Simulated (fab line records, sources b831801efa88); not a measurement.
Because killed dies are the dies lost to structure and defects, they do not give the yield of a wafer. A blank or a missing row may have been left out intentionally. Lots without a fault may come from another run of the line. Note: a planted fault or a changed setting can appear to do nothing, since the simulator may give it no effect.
fab line records -- flow gf180mcu -- part 1 of 2: steps 1 to 25 of 35
[record] lots = 5, wafers = 15, last_day = 34
route steps=602 shown NSD@246 PSD@248 SAB@264 SALICIDE@278
lots that met no fault: from a run of the same line without faults
start_h: hours from the record's opening day to when the first of the lot's shown wafers began -- wait_h: hours elapsed since this lot's preceding step -- " as in the row above -- L1.1+2: one row covering several wafers at once -- - no value present, or no start provided -- * or withheld: withheld -- < > ~ a bound
route shown NAME@n: NAME is a module with steps in the file, n the number in the route of the first one -- usual: average and standard deviation across the fault-free wafers -- same: alike in all rows -- chamber/n: place in a boat -- sites: readings site by site -- _std_site: how widely they spread, as a standard deviation -- _edge_site: the outer-site mean with the inner-site mean subtracted -- radius_mm: how far each site lies from the wafer's centre -- mask NAME#n: copy n -- behind: tool/chamber where the wafer was last shaped -- hold: what put the lot on hold/how long, in hours/how the hold closed -- device: which transistor (n, p or np) failed to switch -- end of line: the route-end tests of the same wafers -- a step given without rows: its recipe and nothing more -- killed: not the wafer's yield, but the dies lost to structure and defects at the first sort -- map: a wafer's dies, x killed, . not, _ none there
set.NAME: the run value of the setting; set.NAME@STEP: its run value at that earlier step -- model.NAME: the simulator's own value behind a step, which no gauge read
certain route steps with their lots: each step a table, each wafer a row
services: from which hour (start_h, from the record's first day; less than 0 if before it) a tool's chamber was out of use, for how many hours, and why
[[steps]]
[step GF_NSD_STRIP_11]
[recipe] chemistry = O2/N2, power_w = 1400, pressure_mtorr = 1500, platen_temp_c = 250, o2_flow_sccm = 3000, n2_flow_sccm = 300, overash_fraction = 0.5
[usual] drypump_motor_current_A = 5.7/0.55, heater_power_w = 323/26, oes_product_au = 0.486/0.0046, platen_temp_c = 250.02/0.17, strip_time_to_endpoint_s = 22.97/0.04
lot.wafer,tool,chamber,start_h,wait_h,drypump_motor_current_A,heater_power_w,oes_product_au,platen_temp_c,rf_hours_counter_h,strip_time_to_endpoint_s
L074.2,plasma_asher-04,1,297.26,0.1,5.1,288,0.480,249.84,70,23.06
L074.4,plasma_asher-04,1,297.26,0.1,5.1,295,0.484,249.94,-,23.04
L074.6,plasma_asher-04,0,297.26,0.1,5.4,302,0.492,250.12,-,23.04
L075.4,plasma_asher-01,1,302.95,0.1,5.6,327,0.493,249.95,-,23.00
L075.5,plasma_asher-01,1,302.95,0.1,5.6,330,0.478,250.16,-,22.94
L075.6,plasma_asher-01,0,302.95,0.1,5.5,316,0.489,249.83,-,22.99
L080.2,plasma_asher-03,0,348.13,0.1,5.5,315,0.478,249.96,57,22.94
L080.4,plasma_asher-03,1,348.13,0.1,6.7,356,0.475,250.07,-,22.97
L080.6,plasma_asher-03,1,348.13,0.1,6.7,358,0.487,250.04,-,22.98
L092.1,plasma_asher-03,0,450.71,0.1,5.5,305,0.487,249.64,65,22.95
L092.2,plasma_asher-03,1,450.71,0.1,6.6,360,0.482,249.85,65,22.94
L092.6,plasma_asher-03,1,450.71,0.1,6.7,368,0.487,249.84,-,22.92
L097.2,plasma_asher-03,0,485.03,0.1,5.5,307,0.482,249.94,69,22.98
L097.4,plasma_asher-03,0,485.03,0.1,5.5,307,0.479,250.04,-,22.94
L097.6,plasma_asher-03,0,485.03,0.1,5.5,300,0.484,250.07,-,22.96
[step GF_NSD_TW_MEAS_12]
[usual] NSD_TW = 4239/27
lot.wafer,tool,chamber,start_h,wait_h,NSD_TW
L074.2,film_metro-03,-,297.37,0.1,4228
L074.4,film_metro-03,-,297.37,0.1,4230
L074.6,film_metro-03,-,297.37,0.1,4231
L075.4,film_metro-02,-,303.04,0.1,4262
L075.5,film_metro-02,-,303.04,0.1,4224
L075.6,film_metro-02,-,303.04,0.1,4238
L080.2,film_metro-03,-,348.24,0.1,4249
L080.4,film_metro-03,-,348.24,0.1,4255
L080.6,film_metro-03,-,348.24,0.1,4259
L092.1,film_metro-03,-,450.81,0.1,4235
L092.2,film_metro-03,-,450.81,0.1,4244
L092.6,film_metro-03,-,450.81,0.1,4239
L097.2,film_metro-03,-,485.14,0.1,4225
L097.4,film_metro-03,-,485.14,0.1,4205
L097.6,film_metro-03,-,485.14,0.1,4220
[step GF_PSD_DEHYDRATE_00]
[recipe] temp_c = 200, time_s = 60
[usual] exhaust_pa = 45.0/1
lot.wafer,tool,chamber,start_h,wait_h,exhaust_pa
L074.2,litho_track-03,0,306.80,9.4,45.1
L074.4,litho_track-03,0,306.80,9.4,46.2
L074.6,litho_track-03,0,306.80,9.4,47.5
L075.4,litho_track-03,0,312.25,9.2,45.9
L075.5,litho_track-03,0,312.25,9.2,44.5
L075.6,litho_track-03,0,312.25,9.2,45.8
L080.2,litho_track-04,0,358.40,10.1,44.7
L080.4,litho_track-04,0,358.40,10.1,44.8
L080.6,litho_track-04,0,358.40,10.1,45.6
L092.1,litho_track-02,0,462.64,11.8,44.9
L092.2,litho_track-02,0,462.64,11.8,45.9
L092.6,litho_track-02,0,462.64,11.8,45.3
L097.2,litho_track-02,0,496.12,11.0,43.9
L097.4,litho_track-02,0,496.12,11.0,44.6
L097.6,litho_track-02,0,496.12,11.0,42.9
[step GF_PSD_HMDS_01]
[recipe] prime_time_s = 60, prime_temp_c = 120
[usual] exhaust_pa = 45.2/0.94
lot.wafer,tool,chamber,start_h,wait_h,exhaust_pa
L074.2,litho_track-03,0,306.95,0.1,42.9
L074.4,litho_track-03,0,306.95,0.1,44.4
L074.6,litho_track-03,0,306.95,0.1,45.1
L075.4,litho_track-03,0,312.40,0.1,46.8
L075.5,litho_track-03,0,312.40,0.1,46.4
L075.6,litho_track-03,0,312.40,0.1,45.0
L080.2,litho_track-04,0,358.55,0.1,45.7
L080.4,litho_track-04,0,358.55,0.1,45.3
L080.6,litho_track-04,0,358.55,0.1,46.0
L092.1,litho_track-02,0,462.79,0.1,45.0
L092.2,litho_track-02,0,462.79,0.1,44.8
L092.6,litho_track-02,0,462.79,0.1,44.7
L097.2,litho_track-02,0,496.27,0.1,45.9
L097.4,litho_track-02,0,496.27,0.1,46.3
L097.6,litho_track-02,0,496.27,0.1,46.1
[step GF_PSD_COAT_02]
[recipe] resist = NOVOLAK, spin_rpm = 3000, resist_thk_nm = 1000
[usual] exhaust_pa = 45.4/0.96
lot.wafer,tool,chamber,start_h,wait_h,exhaust_pa
L074.2,litho_track-03,0,307.10,0.1,44.9
L074.4,litho_track-03,0,307.10,0.1,45.4
L074.6,litho_track-03,0,307.10,0.1,46.0
L075.4,litho_track-03,0,312.55,0.1,44.8
L075.5,litho_track-03,0,312.55,0.1,44.0
L075.6,litho_track-03,0,312.55,0.1,44.1
L080.2,litho_track-04,0,358.70,0.1,45.9
L080.4,litho_track-04,0,358.70,0.1,44.4
L080.6,litho_track-04,0,358.70,0.1,46.9
L092.1,litho_track-02,0,462.94,0.1,44.2
L092.2,litho_track-02,0,462.94,0.1,45.7
L092.6,litho_track-02,0,462.94,0.1,45.6
L097.2,litho_track-02,0,496.42,0.1,45.5
L097.4,litho_track-02,0,496.42,0.1,44.8
L097.6,litho_track-02,0,496.42,0.1,45.5
[step GF_PSD_SOFTBAKE_03]
[recipe] temp_c = 90, time_s = 60, resist = NOVOLAK
[usual] exhaust_pa = 44.9/0.92
lot.wafer,tool,chamber,start_h,wait_h,exhaust_pa
L074.2,litho_track-03,0,307.25,0.1,44.6
L074.4,litho_track-03,0,307.25,0.1,45.4
L074.6,litho_track-03,0,307.25,0.1,45.4
L075.4,litho_track-03,0,312.70,0.1,43.8
L075.5,litho_track-03,0,312.70,0.1,44.2
L075.6,litho_track-03,0,312.70,0.1,44.6
L080.2,litho_track-04,0,358.85,0.1,45.5
L080.4,litho_track-04,0,358.85,0.1,45.1
L080.6,litho_track-04,0,358.85,0.1,46.1
L092.1,litho_track-02,0,463.09,0.1,44.3
L092.2,litho_track-02,0,463.09,0.1,44.1
L092.6,litho_track-02,0,463.09,0.1,43.7
L097.2,litho_track-02,0,496.57,0.1,45.0
L097.4,litho_track-02,0,496.57,0.1,44.7
L097.6,litho_track-02,0,496.57,0.1,45.8
[step GF_PSD_EXPOSE_04]
[recipe] mask_id = Pplus, target_cd_nm = 400, na = 0.6, source_shape = conventional, sigma_outer = 0.6, dose_mj = 140
[usual] exposure_dose_mJ_cm2 = 139.93/0.13
lot.wafer,tool,chamber,start_h,wait_h,mask,exposure_dose_mJ_cm2
L074.2,iline_stepper-02,0,-,-,Pplus#0,139.98
L074.4,iline_stepper-02,0,-,-,Pplus#0,139.91
L074.6,iline_stepper-02,0,-,-,Pplus#0,139.74
L075.4,iline_stepper-01,0,-,-,Pplus#0,139.91
L075.5,iline_stepper-01,0,-,-,Pplus#0,140.04
L075.6,iline_stepper-01,0,-,-,Pplus#0,139.91
L080.2,iline_stepper-01,0,-,-,Pplus#0,140.05
L080.4,iline_stepper-01,0,-,-,Pplus#0,139.82
L080.6,iline_stepper-01,0,-,-,Pplus#0,139.86
L092.1,iline_stepper-01,0,-,-,Pplus#0,139.85
L092.2,iline_stepper-01,0,-,-,Pplus#0,139.77
L092.6,iline_stepper-01,0,-,-,Pplus#0,139.90
L097.2,iline_stepper-02,0,-,-,Pplus#0,139.76
L097.4,iline_stepper-02,0,-,-,Pplus#0,139.80
L097.6,iline_stepper-02,0,-,-,Pplus#0,139.82
[step GF_PSD_PEB_05]
[recipe] temp_c = withheld, time_s = *, resist = NOVOLAK
[usual] exhaust_pa = 45.2/0.93
lot.wafer,tool,chamber,start_h,wait_h,exhaust_pa
L074.2,litho_track-02,0,-,-,45.0
L074.4,litho_track-02,0,-,-,45.7
L074.6,litho_track-02,0,-,-,46.7
L075.4,litho_track-03,0,-,-,45.1
L075.5,litho_track-03,0,-,-,46.0
L075.6,litho_track-03,0,-,-,45.4
L080.2,litho_track-02,0,-,-,44.5
L080.4,litho_track-02,0,-,-,44.4
L080.6,litho_track-02,0,-,-,44.4
L092.1,litho_track-04,0,-,-,47.0
L092.2,litho_track-04,0,-,-,45.9
L092.6,litho_track-04,0,-,-,46.0
L097.2,litho_track-03,0,-,-,43.6
L097.4,litho_track-03,0,-,-,44.6
L097.6,litho_track-03,0,-,-,44.9
[step GF_PSD_DEVELOP_06]
[recipe] develop_time_s = 60, dev_temp_c = 23
[usual] developer_temp_C = 23.00/0.094, exhaust_pa = 45.0/0.82
lot.wafer,tool,chamber,start_h,wait_h,developer_temp_C,exhaust_pa
L074.2,litho_track-02,0,316.77,0.1,23.16,44.5
L074.4,litho_track-02,0,316.77,0.1,23.15,43.3
L074.6,litho_track-02,0,316.77,0.1,22.88,45.5
L075.4,litho_track-03,0,322.10,0.1,23.05,45.2
L075.5,litho_track-03,0,322.10,0.1,22.91,44.1
L075.6,litho_track-03,0,322.10,0.1,22.99,46.1
L080.2,litho_track-02,0,369.67,0.1,22.90,45.3
L080.4,litho_track-02,0,369.67,0.1,22.95,44.2
L080.6,litho_track-02,0,369.67,0.1,22.93,44.4
L092.1,litho_track-04,0,474.82,0.1,22.94,44.2
L092.2,litho_track-04,0,474.82,0.1,22.94,44.2
L092.6,litho_track-04,0,474.82,0.1,23.04,45.1
L097.2,litho_track-03,0,508.05,0.1,22.95,44.7
L097.4,litho_track-03,0,508.05,0.1,23.20,44.8
L097.6,litho_track-03,0,508.05,0.1,22.99,44.5
[step GF_PSD_CD_MEAS_07]
[recipe] target_cd_nm = 400
[usual] cd_nm = 400.5/2.2
lot.wafer,tool,chamber,start_h,wait_h,cd_nm
L074.2,cd_sem-02,-,316.92,0.1,398.0
L074.4,cd_sem-02,-,316.92,0.1,394.5
L074.6,cd_sem-02,-,316.92,0.1,395.1
L075.4,cd_sem-01,-,322.24,0.1,402.1
L075.5,cd_sem-01,-,322.24,0.1,400.5
L075.6,cd_sem-01,-,322.24,0.1,399.1
L080.2,cd_sem-01,-,369.81,0.1,402.1
L080.4,cd_sem-01,-,369.81,0.1,402.2
L080.6,cd_sem-01,-,369.81,0.1,404.2
L092.1,cd_sem-02,-,474.97,0.1,400.9
L092.2,cd_sem-02,-,474.97,0.1,400.9
L092.6,cd_sem-02,-,474.97,0.1,398.7
L097.2,cd_sem-02,-,508.20,0.1,403.1
L097.4,cd_sem-02,-,508.20,0.1,400.7
L097.6,cd_sem-02,-,508.20,0.1,400.5
[step GF_PSD_OVL_MEAS_08]
[usual] PSD_OVL = 0.8/1.5
lot.wafer,tool,chamber,start_h,wait_h,PSD_OVL[nm]
L074.2,overlay-01,-,317.02,0.1,0.6
L074.4,overlay-01,-,317.02,0.1,3.1
L074.6,overlay-01,-,317.02,0.1,2.2
L075.4,overlay-01,-,322.32,0.1,1.0
L075.5,overlay-01,-,322.32,0.1,-0.2
L075.6,overlay-01,-,322.32,0.1,2.3
L080.2,overlay-01,-,369.92,0.1,0.7
L080.4,overlay-01,-,369.92,0.1,0.9
L080.6,overlay-01,-,369.92,0.1,0.2
L092.1,overlay-02,-,475.09,0.1,1.0
L092.2,overlay-02,-,475.09,0.1,0.7
L092.6,overlay-02,-,475.09,0.1,0.2
L097.2,overlay-02,-,508.30,0.1,0.7
L097.4,overlay-02,-,508.30,0.1,0.8
L097.6,overlay-02,-,508.30,0.1,0.4
[step GF_PSD_IMPLANT_09]
[recipe] species = BF2, energy_kev = 40, dose_cm2 = 1.5e+15, tilt_deg = 7
lot.wafer,tool,chamber,start_h,wait_h
L074.2+4+6,implanter-03,0,317.08,0.0
L075.4+5+6,implanter-03,0,322.41,0.1
L080.2+4+6,implanter-04,0,369.98,0.0
L092.1+2+6,implanter-02,0,475.13,0.0
L097.2+4+6,implanter-04,0,508.36,0.0
[step GF_PSD_STRIP_10]
[recipe] chemistry = O2/N2, power_w = 1400, pressure_mtorr = 1500, platen_temp_c = 250, o2_flow_sccm = 3000, n2_flow_sccm = 300, overash_fraction = 0.5
[usual] drypump_motor_current_A = 5.8/0.36, heater_power_w = 330/16, oes_product_au = 0.591/0.0044, platen_temp_c = 249.98/0.19, strip_time_to_endpoint_s = 16.53/0.038
lot.wafer,tool,chamber,start_h,wait_h,drypump_motor_current_A,heater_power_w,oes_product_au,platen_temp_c,rf_hours_counter_h,strip_time_to_endpoint_s
L074.2,plasma_asher-03,1,317.20,0.1,6.7,370,0.592,249.95,53,16.50
L074.4,plasma_asher-03,0,317.20,0.1,5.5,306,0.591,250.15,-,16.52
L074.6,plasma_asher-03,1,317.20,0.1,6.6,362,0.582,250.14,-,16.53
L075.4,plasma_asher-03,1,322.52,0.1,6.7,365,0.591,250.00,-,16.50
L075.5,plasma_asher-03,0,322.52,0.1,5.5,310,0.591,250.05,-,16.49
L075.6,plasma_asher-03,1,322.52,0.1,6.7,368,0.589,249.89,-,16.52
L080.2,plasma_asher-02,0,370.10,0.1,6.0,337,0.590,250.35,74,16.49
L080.4,plasma_asher-02,1,370.10,0.1,5.9,322,0.590,249.95,-,16.57
L080.6,plasma_asher-02,1,370.10,0.1,5.8,321,0.593,250.02,-,16.50
L092.1,plasma_asher-03,0,475.28,0.1,5.5,308,0.587,249.98,68,16.55
L092.2,plasma_asher-03,1,475.28,0.1,6.7,360,0.591,250.29,68,16.56
L092.6,plasma_asher-03,1,475.28,0.1,6.6,369,0.591,250.14,-,16.57
L097.2,plasma_asher-02,1,508.48,0.1,5.9,321,0.596,250.19,89,16.48
L097.4,plasma_asher-02,0,508.48,0.1,6.0,337,0.593,249.54,-,16.50
L097.6,plasma_asher-02,0,508.48,0.1,6.0,341,0.592,249.87,-,16.53
[step GF_PSD_TW_MEAS_11]
[usual] PSD_TW = 3204/31
lot.wafer,tool,chamber,start_h,wait_h,PSD_TW
L074.2,film_metro-04,-,317.31,0.1,3245
L074.4,film_metro-04,-,317.31,0.1,3237
L074.6,film_metro-04,-,317.31,0.1,3224
L075.4,film_metro-04,-,322.62,0.1,3210
L075.5,film_metro-04,-,322.62,0.1,3231
L075.6,film_metro-04,-,322.62,0.1,3221
L080.2,film_metro-04,-,370.21,0.1,3222
L080.4,film_metro-04,-,370.21,0.1,3227
L080.6,film_metro-04,-,370.21,0.1,3234
L092.1,film_metro-02,-,475.38,0.1,3189
L092.2,film_metro-02,-,475.38,0.1,3197
L092.6,film_metro-02,-,475.38,0.1,3207
L097.2,film_metro-02,-,508.59,0.1,3191
L097.4,film_metro-02,-,508.59,0.1,3194
L097.6,film_metro-02,-,508.59,0.1,3210
[step GF_PSD_CLEAN_12]
[recipe] chemistry = SC1/SC2, mix = 1:4:20, temp_c = 70, time_s = 150, dry = n2_spin
lot.wafer,tool,chamber,start_h,wait_h
L074.2+4+6,wet_bench-04,0,317.36,0.0
L075.4+5+6,wet_bench-04,1,322.65,0.0
L080.2+4+6,wet_bench-01,1,370.26,0.0
L092.1+2+6,wet_bench-03,1,475.44,0.1
L097.2+4+6,wet_bench-04,0,508.64,0.0
[step GF_PSD_RTA_13]
[recipe] temp_c = 1025, time_s = 20, ambient = N2
[usual] chamber_o2_ppm = 2.003/0.021, lamp_power_pct = 31.4/2.8, wafer_temp_C_max = 1030.0/1.1
lot.wafer,tool,chamber,start_h,wait_h,chamber_o2_ppm,lamp_power_pct,wafer_temp_C_max
L074.2,rtp_anneal-02,0,317.43,0.0,1.984,28.9,1028.3
L074.4,rtp_anneal-02,0,317.43,0.0,2.008,28.9,1030.7
L074.6,rtp_anneal-02,0,317.43,0.0,2.001,28.8,1028.2
L075.4,rtp_anneal-01,0,322.74,0.0,2.013,34.6,1030.6
L075.5,rtp_anneal-01,0,322.74,0.0,2.030,34.6,1030.1
L075.6,rtp_anneal-01,0,322.74,0.0,2.032,34.5,1029.5
L080.2,rtp_anneal-01,0,370.34,0.0,1.997,34.5,1030.8
L080.4,rtp_anneal-01,0,370.34,0.0,2.010,34.5,1030.6
L080.6,rtp_anneal-01,0,370.34,0.0,2.003,34.5,1030.9
L092.1,rtp_anneal-01,0,475.49,0.0,1.989,34.5,1030.0
L092.2,rtp_anneal-01,0,475.49,0.0,1.992,34.5,1031.2
L092.6,rtp_anneal-01,0,475.49,0.0,2.001,34.5,1029.7
L097.2,rtp_anneal-01,0,508.71,0.0,1.982,34.5,1031.6
L097.4,rtp_anneal-01,0,508.71,0.0,1.992,34.5,1032.6
L097.6,rtp_anneal-01,0,508.71,0.0,1.977,34.5,1031.4
[step GF_PSD_RS_MEAS_14]
[recipe] thk_meas_gauge = four-point-probe
[usual] NSD_RS = 46.12/0.091
lot.wafer,tool,chamber,start_h,wait_h,NSD_RS[ohm/sq]
L074.2,film_metro-03,-,317.51,0.1,46.22
L074.4,film_metro-03,-,317.51,0.1,46.23
L074.6,film_metro-03,-,317.51,0.1,45.96
L075.4,film_metro-04,-,322.84,0.1,46.12
L075.5,film_metro-04,-,322.84,0.1,46.15
L075.6,film_metro-04,-,322.84,0.1,46.13
L080.2,film_metro-04,-,370.50,0.1,46.14
L080.4,film_metro-04,-,370.50,0.1,46.02
L080.6,film_metro-04,-,370.50,0.1,46.11
L092.1,film_metro-03,-,475.65,0.1,46.07
L092.2,film_metro-03,-,475.65,0.1,46.15
L092.6,film_metro-03,-,475.65,0.1,46.10
L097.2,film_metro-03,-,508.80,0.1,46.19
L097.4,film_metro-03,-,508.80,0.1,46.13
L097.6,film_metro-03,-,508.80,0.1,46.24
[step GF_PSD_RS_MEAS_15]
[recipe] thk_meas_gauge = four-point-probe
[usual] PSD_RS = 108.50/0.28
lot.wafer,tool,chamber,start_h,wait_h,PSD_RS[ohm/sq]
L074.2,film_metro-03,-,317.63,0.1,108.69
L074.4,film_metro-03,-,317.63,0.1,108.85
L074.6,film_metro-03,-,317.63,0.1,108.57
L075.4,film_metro-04,-,322.96,0.1,108.30
L075.5,film_metro-04,-,322.96,0.1,108.31
L075.6,film_metro-04,-,322.96,0.1,108.47
L080.2,film_metro-04,-,370.62,0.1,108.69
L080.4,film_metro-04,-,370.62,0.1,108.40
L080.6,film_metro-04,-,370.62,0.1,108.86
L092.1,film_metro-03,-,475.77,0.1,108.56
L092.2,film_metro-03,-,475.77,0.1,108.91
L092.6,film_metro-03,-,475.77,0.1,108.38
L097.2,film_metro-03,-,508.92,0.1,108.65
L097.4,film_metro-03,-,508.92,0.1,108.79
L097.6,film_metro-03,-,508.92,0.1,108.68
[step GF_SAB_CVD_00]
[recipe] material = SiO2, target_thk_nm = 50, precursor = TEOS, temp_c = 400, time_s = 4.9302, rf_w = 600
[usual] heater_power_w = 696/120
lot.wafer,tool,chamber,start_h,wait_h,heater_power_w
L074.2,pecvd-03,0,317.73,0.1,915
L074.4,pecvd-03,0,317.73,0.1,878
L074.6,pecvd-03,1,317.73,0.1,670
L075.4,pecvd-04,1,323.03,0.0,522
L075.5,pecvd-04,0,323.03,0.0,634
L075.6,pecvd-04,2,323.03,0.0,897
L080.2,pecvd-01,0,370.72,0.1,544
L080.4,pecvd-01,0,370.72,0.1,547
L080.6,pecvd-01,1,370.72,0.1,682
L092.1,pecvd-01,0,475.89,0.1,618
L092.2,pecvd-01,1,475.89,0.1,654
L092.6,pecvd-01,1,475.89,0.1,651
L097.2,pecvd-01,1,509.02,0.1,611
L097.4,pecvd-01,1,509.02,0.1,613
L097.6,pecvd-01,2,509.02,0.1,773
[step GF_SAB_THK_MEAS_01]
[recipe] reads = SiO2_of_SAB_CVD_00
[usual] SAB_CVD_00_THK = 50.1/0.64
lot.wafer,tool,chamber,start_h,wait_h,SAB_CVD_00_THK[nm]
L074.2,film_metro-03,-,317.76,0.0,49.9
L074.4,film_metro-03,-,317.76,0.0,50.2
L074.6,film_metro-03,-,317.76,0.0,51.1
L075.4,film_metro-03,-,323.07,0.0,49.6
L075.5,film_metro-03,-,323.07,0.0,49.6
L075.6,film_metro-03,-,323.07,0.0,50.3
L080.2,film_metro-03,-,370.75,0.0,49.2
L080.4,film_metro-03,-,370.75,0.0,50.2
L080.6,film_metro-03,-,370.75,0.0,50.1
L092.1,film_metro-02,-,475.91,0.0,49.7
L092.2,film_metro-02,-,475.91,0.0,49.6
L092.6,film_metro-02,-,475.91,0.0,50.3
L097.2,film_metro-01,-,509.05,0.0,49.5
L097.4,film_metro-01,-,509.05,0.0,50.4
L097.6,film_metro-01,-,509.05,0.0,50.6
[step GF_SAB_DEHYDRATE_02]
[recipe] temp_c = 200, time_s = 60
[usual] exhaust_pa = 44.7/0.86
lot.wafer,tool,chamber,start_h,wait_h,exhaust_pa
L074.2,litho_track-01,0,327.58,9.8,43.2
L074.4,litho_track-01,0,327.58,9.8,44.4
L074.6,litho_track-01,0,327.58,9.8,44.5
L075.4,litho_track-02,0,333.57,10.5,45.2
L075.5,litho_track-02,0,333.57,10.5,43.8
L075.6,litho_track-02,0,333.57,10.5,43.3
L080.2,litho_track-01,0,381.78,11.0,45.0
L080.4,litho_track-01,0,381.78,11.0,45.3
L080.6,litho_track-01,0,381.78,11.0,45.3
L092.1,litho_track-03,0,487.53,11.6,45.0
L092.2,litho_track-03,0,487.53,11.6,44.3
L092.6,litho_track-03,0,487.53,11.6,44.5
L097.2,litho_track-01,0,519.53,10.5,43.6
L097.4,litho_track-01,0,519.53,10.5,45.1
L097.6,litho_track-01,0,519.53,10.5,43.6
[step GF_SAB_HMDS_03]
[recipe] prime_time_s = 60, prime_temp_c = 120
[usual] exhaust_pa = 44.9/0.79
lot.wafer,tool,chamber,start_h,wait_h,exhaust_pa
L074.2,litho_track-01,0,327.73,0.1,45.1
L074.4,litho_track-01,0,327.73,0.1,43.8
L074.6,litho_track-01,0,327.73,0.1,44.8
L075.4,litho_track-02,0,333.72,0.1,44.5
L075.5,litho_track-02,0,333.72,0.1,44.5
L075.6,litho_track-02,0,333.72,0.1,45.0
L080.2,litho_track-01,0,381.93,0.1,44.5
L080.4,litho_track-01,0,381.93,0.1,45.4
L080.6,litho_track-01,0,381.93,0.1,44.8
L092.1,litho_track-03,0,487.68,0.1,44.3
L092.2,litho_track-03,0,487.68,0.1,45.4
L092.6,litho_track-03,0,487.68,0.1,43.7
L097.2,litho_track-01,0,519.68,0.1,46.5
L097.4,litho_track-01,0,519.68,0.1,44.7
L097.6,litho_track-01,0,519.68,0.1,44.7
[step GF_SAB_COAT_04]
[recipe] resist = NOVOLAK, spin_rpm = 3000, resist_thk_nm = 1000
[usual] exhaust_pa = 45.0/0.87
lot.wafer,tool,chamber,start_h,wait_h,exhaust_pa
L074.2,litho_track-01,0,327.88,0.1,44.2
L074.4,litho_track-01,0,327.88,0.1,42.9
L074.6,litho_track-01,0,327.88,0.1,44.0
L075.4,litho_track-02,0,333.87,0.1,45.6
L075.5,litho_track-02,0,333.87,0.1,44.6
L075.6,litho_track-02,0,333.87,0.1,45.0
L080.2,litho_track-01,0,382.08,0.1,44.1
L080.4,litho_track-01,0,382.08,0.1,44.2
L080.6,litho_track-01,0,382.08,0.1,44.9
L092.1,litho_track-03,0,487.83,0.1,45.0
L092.2,litho_track-03,0,487.83,0.1,43.6
L092.6,litho_track-03,0,487.83,0.1,43.9
L097.2,litho_track-01,0,519.83,0.1,45.2
L097.4,litho_track-01,0,519.83,0.1,44.1
L097.6,litho_track-01,0,519.83,0.1,44.2
[step GF_SAB_SOFTBAKE_05]
[recipe] temp_c = 90, time_s = 60, resist = NOVOLAK
[usual] exhaust_pa = 44.9/0.84
lot.wafer,tool,chamber,start_h,wait_h,exhaust_pa
L074.2,litho_track-01,0,328.03,0.1,44.1
L074.4,litho_track-01,0,328.03,0.1,43.8
L074.6,litho_track-01,0,328.03,0.1,43.9
L075.4,litho_track-02,0,334.02,0.1,44.4
L075.5,litho_track-02,0,334.02,0.1,43.9
L075.6,litho_track-02,0,334.02,0.1,44.2
L080.2,litho_track-01,0,382.23,0.1,45.0
L080.4,litho_track-01,0,382.23,0.1,46.0
L080.6,litho_track-01,0,382.23,0.1,44.7
L092.1,litho_track-03,0,487.98,0.1,46.1
L092.2,litho_track-03,0,487.98,0.1,45.8
L092.6,litho_track-03,0,487.98,0.1,45.1
L097.2,litho_track-01,0,519.98,0.1,45.3
L097.4,litho_track-01,0,519.98,0.1,42.9
L097.6,litho_track-01,0,519.98,0.1,44.7
[step GF_SAB_EXPOSE_06]
[recipe] mask_id = SAB, target_cd_nm = 420, na = 0.6, source_shape = conventional, sigma_outer = 0.6, dose_mj = 140
[usual] exposure_dose_mJ_cm2 = 139.94/0.14
lot.wafer,tool,chamber,start_h,wait_h,mask,exposure_dose_mJ_cm2
L074.2,iline_stepper-02,0,-,-,SAB#0,139.80
L074.4,iline_stepper-02,0,-,-,SAB#0,139.71
L074.6,iline_stepper-02,0,-,-,SAB#0,139.90
L075.4,iline_stepper-01,0,-,-,SAB#0,139.82
L075.5,iline_stepper-01,0,-,-,SAB#0,140.00
L075.6,iline_stepper-01,0,-,-,SAB#0,139.89
L080.2,iline_stepper-01,0,-,-,SAB#0,139.85
L080.4,iline_stepper-01,0,-,-,SAB#0,140.14
L080.6,iline_stepper-01,0,-,-,SAB#0,139.80
L092.1,iline_stepper-01,0,-,-,SAB#0,140.06
L092.2,iline_stepper-01,0,-,-,SAB#0,139.95
L092.6,iline_stepper-01,0,-,-,SAB#0,140.06
L097.2,iline_stepper-02,0,-,-,SAB#0,140.00
L097.4,iline_stepper-02,0,-,-,SAB#0,139.77
L097.6,iline_stepper-02,0,-,-,SAB#0,140.07
